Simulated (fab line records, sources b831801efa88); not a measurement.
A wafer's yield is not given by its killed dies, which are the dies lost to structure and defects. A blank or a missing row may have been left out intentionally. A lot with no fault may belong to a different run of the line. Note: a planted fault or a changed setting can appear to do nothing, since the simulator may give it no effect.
Matching of chambers / flow sfq-line / SFQ_TRILAYER_I0_VIA_ETCH_VIA_ETCH_034 on rie-diel-02: 4 sister chambers
The step etches SiO2 in CHF3, stops on Nb, target depth 260 nm. 14 wafers are shown with their chamber, then 7 later ones without.

== WAFERS, EACH WITH ITS CHAMBER ==
wafer=L587.2; chamber=1; drypump-motor-current-A (A)=5.8; bias-w (W)=80.29; oes-product-au (a.u.)=0.863
wafer=L587.4; chamber=3; drypump-motor-current-A (A)=5.8; bias-w (W)=80.02; oes-product-au (a.u.)=0.846
wafer=L587.6; chamber=0; drypump-motor-current-A (A)=5.5; bias-w (W)=79.84; oes-product-au (a.u.)=0.846
wafer=L588.1; chamber=0; drypump-motor-current-A (A)=5.5; bias-w (W)=80.01; oes-product-au (a.u.)=0.859
wafer=L588.2; chamber=3; drypump-motor-current-A (A)=5.8; bias-w (W)=80.22; oes-product-au (a.u.)=0.858
wafer=L588.4; chamber=1; drypump-motor-current-A (A)=5.8; bias-w (W)=80.19; oes-product-au (a.u.)=0.862
wafer=L589.1; chamber=3; drypump-motor-current-A (A)=5.8; bias-w (W)=80.41; oes-product-au (a.u.)=0.848
wafer=L589.3; chamber=0; drypump-motor-current-A (A)=5.5; bias-w (W)=80.11; oes-product-au (a.u.)=0.846
wafer=L589.6; chamber=0; drypump-motor-current-A (A)=5.5; bias-w (W)=80.15; oes-product-au (a.u.)=0.848
wafer=L590.1; chamber=2; drypump-motor-current-A (A)=5.6; bias-w (W)=80.14; oes-product-au (a.u.)=0.856
wafer=L590.2; chamber=0; drypump-motor-current-A (A)=5.5; bias-w (W)=80.19; oes-product-au (a.u.)=0.855
wafer=L590.5; chamber=0; drypump-motor-current-A (A)=5.4; bias-w (W)=79.98; oes-product-au (a.u.)=0.852
wafer=L603.2; chamber=3; drypump-motor-current-A (A)=5.8; bias-w (W)=80.17; oes-product-au (a.u.)=0.856
wafer=L603.4; chamber=1; drypump-motor-current-A (A)=5.8; bias-w (W)=80.23; oes-product-au (a.u.)=0.850

SIGNATURES, as means of the wafers listed above
reading=drypump-motor-current-A; chamber 0=5.483; chamber 1=5.800; chamber 2=5.600; chamber 3=5.800; scatter within a chamber=0.0289
reading=bias-w; chamber 0=80.0467; chamber 1=80.2367; chamber 2=80.1400; chamber 3=80.2050; scatter within a chamber=0.129
reading=oes-product-au; chamber 0=0.85100; chamber 1=0.85833; chamber 2=0.85600; chamber 3=0.85200; scatter within a chamber=0.0059
Rule: a wafer lies at a distance from a chamber equal to the root of the sum of squares, over the readings, of (its reading less the chamber's mean, divided by the reading's scatter). If the next closest chamber is less than 2 further off than the closest, the wafer can't be placed; otherwise it belongs to the closest. The scatter: the root of (the sum of the squares of (reading less its chamber's mean) over the shown wafers, divided by (wafers less chambers)).

== WAFERS WITH NO CHAMBER GIVEN ==
wafer=L603.6; drypump-motor-current-A (A)=5.8; bias-w (W)=79.69; oes-product-au (a.u.)=0.857
wafer=L606.1; drypump-motor-current-A (A)=5.7; bias-w (W)=80.29; oes-product-au (a.u.)=0.853
wafer=L606.2; drypump-motor-current-A (A)=5.8; bias-w (W)=79.99; oes-product-au (a.u.)=0.857
wafer=L606.5; drypump-motor-current-A (A)=5.5; bias-w (W)=79.80; oes-product-au (a.u.)=0.856
wafer=L609.2; drypump-motor-current-A (A)=5.8; bias-w (W)=79.93; oes-product-au (a.u.)=0.858
wafer=L609.3; drypump-motor-current-A (A)=5.4; bias-w (W)=80.07; oes-product-au (a.u.)=0.857
wafer=L609.6; drypump-motor-current-A (A)=5.8; bias-w (W)=79.60; oes-product-au (a.u.)=0.857

== EACH ONE'S CHAMBER ==
wafer=L603.6; from the rows above=can't be placed: 3 or 1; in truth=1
wafer=L606.1; from the rows above=can't be placed: 3 or 1 or 2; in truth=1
wafer=L606.2; from the rows above=can't be placed: 3 or 1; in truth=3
wafer=L606.5; from the rows above=0; in truth=0
wafer=L609.2; from the rows above=can't be placed: 3 or 1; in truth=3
wafer=L609.3; from the rows above=0; in truth=0
wafer=L609.6; from the rows above=can't be placed: 3 or 1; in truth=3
Correct placement for 2 of the 7. Can't be placed from these rows: 5 (the true chamber is among the candidates in 5). Placed wrongly: 0.
